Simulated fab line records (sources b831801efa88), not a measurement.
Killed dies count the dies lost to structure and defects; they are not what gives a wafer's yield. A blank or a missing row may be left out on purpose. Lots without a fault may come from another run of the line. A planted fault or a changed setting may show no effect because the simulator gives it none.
Which tool did it? -- flow sky130 -- 13 lots with 39 wafers sampled at 3 steps, on a route of 708 steps

## WHAT THE GAUGES READ, wafer by wafer
SKY_POLY_CUT_CD_MEAS_08 targets a cd of 270 nm. Usual: cdNm reads 269.9 nm (standard deviation 1.4).
lot,measured,on,cdNm (nm),flag
L637,day 25 15:04,cdSem-01,269.6 270.7 270.2,
L639,day 25 17:57,cdSem-02,274.3 273.0 273.3,
L640,day 26 01:40,cdSem-02,271.0 269.8 271.8,
L641,day 26 01:20,cdSem-02,268.2 268.6 268.2,
L642,day 26 04:54,cdSem-01,268.7 269.4 270.2,
L646,day 27 14:23,cdSem-02,269.3 269.8 267.6,
L647,day 27 18:08,cdSem-01,269.0 269.4 270.3,
L648,day 28 03:42,cdSem-01,271.6 271.3 269.2,
L652,day 29 14:32,cdSem-02,270.1 269.3 271.2,
L655,day 30 08:53,cdSem-01,267.6 269.0 267.2,
L658,day 32 06:17,cdSem-01,267.4 268.9 268.7,
L659,day 32 08:04,cdSem-02,268.7 268.0 268.1,
L660,day 32 08:52,cdSem-01,269.8 269.1 268.9,

SKY_LI_CONTACT_THK_MEAS_23: measures by xrf. Usual: LI_CONTACT_W_THK gives 414 nm (standard deviation 6.8).
lot,measured,on,LI_CONTACT_W_THK (nm),flag
L637,day 30 10:16,filmMetro-04,408 419 412,
L639,day 30 15:15,filmMetro-01,402 401 407,
L640,day 30 22:53,filmMetro-04,422 420 421,
L641,day 30 22:45,filmMetro-03,409 413 412,
L642,day 31 00:08,filmMetro-03,420 416 422,
L646,day 32 08:13,filmMetro-03,416 415 419,
L647,day 32 11:56,filmMetro-01,408 405 410,
L648,day 32 21:14,filmMetro-01,407 416 406,
L652,day 34 05:36,filmMetro-04,414 414 419,
L655,day 34 22:06,filmMetro-01,408 409 403,
L658,day 36 18:52,filmMetro-01,402 409 411,
L659,day 36 20:02,filmMetro-03,413 415 411,
L660,day 36 22:35,filmMetro-04,415 411 413,

## WHICH TOOL RAN EACH LOT (tool, then ch and the chambers of the sampled wafers, then the start)
lot,SKY_SPACER_ETCHBACK_02
L637,"rieDiel-02 ch 0,2,3, day 24 09:37"
L639,"rieDiel-02 ch 0,2, day 24 12:02"
L640,"rieDiel-01 ch 0,2,3, day 24 19:47"
L641,"rieDiel-02 ch 0,3, day 24 19:47"
L642,"rieDiel-02 ch 0,1,3, day 24 23:21"
L646,"rieDiel-01 ch 2,3, day 26 09:41"
L647,"rieDiel-02 ch 1,2,3, day 26 13:33"
L648,"rieDiel-02 ch 1,2,3, day 26 23:01"
L652,"rieDiel-02 ch 0,1,3, day 28 10:43"
L655,"rieDiel-02 ch 1,2, day 29 05:13"
L658,"rieDiel-03 ch 0,1, day 31 02:50"
L659,"rieDiel-01 ch 0,3, day 31 04:58"
L660,"rieDiel-03 ch 1,2, day 31 06:11"
- SKY_SPACER_ETCHBACK_02: etches Si3N4 in CH3F/O2, stops on SiO2, time 46.7 s, target depth 45 nm.

## AS READ BY THE TOOLS THEMSELVES (means over the sampled wafers that have a number; for cases with no such wafer, the mark the record gives instead)
SKY_SPACER_ETCHBACK_02. Usual: biasW 80.05 W, standard deviation 0.25; drypumpMotorCurrentA 6.0 A, standard deviation 0.43; oesProductAu 0.857 a.u., standard deviation 0.007; throttleValvePct 10.563 %, standard deviation 0.0097.
lot,tool,biasW (W),drypumpMotorCurrentA (A),oesProductAu (a.u.),throttleValvePct (%),flag
L637,rieDiel-02,80.17,5.9,0.851,10.561,
L639,rieDiel-02,80.10,6.1,0.846,10.558,
L640,rieDiel-01,80.17,5.9,0.848,10.558,
L641,rieDiel-02,80.05,5.9,0.845,10.561,
L642,rieDiel-02,80.07,5.6,0.853,10.564,
L646,rieDiel-01,79.99,5.8,0.857,10.567,
L647,rieDiel-02,79.94,5.7,0.862,10.561,
L648,rieDiel-02,79.83,5.7,0.860,10.563,
L652,rieDiel-02,79.85,5.6,0.860,10.565,
L655,rieDiel-02,79.89,5.6,0.851,10.560,
L658,rieDiel-03,80.19,6.0,0.861,10.566,
L659,rieDiel-01,80.14,5.8,0.857,10.572,
L660,rieDiel-03,80.01,6.1,0.853,10.556,

## THE ANSWER, worked out from the rows above alone
Rule: lot off if the mean of its wafers having a number is beyond 3 standard deviations from the usual mean. A lot without any number at a reading at which 4 lots or more have one is off too. Any other lot the step has rows for is counted as sound. First the gauges in route order, then the tools' own readings, where a lot's mean is used as printed above. At the first step where some lot is off, the reading lying furthest off is the one used; lots without a number count as furthest.
None of the lots is off at any reading shown; this tells nothing.

## WHAT HAD BEEN PUT IN BY THE SIMULATOR
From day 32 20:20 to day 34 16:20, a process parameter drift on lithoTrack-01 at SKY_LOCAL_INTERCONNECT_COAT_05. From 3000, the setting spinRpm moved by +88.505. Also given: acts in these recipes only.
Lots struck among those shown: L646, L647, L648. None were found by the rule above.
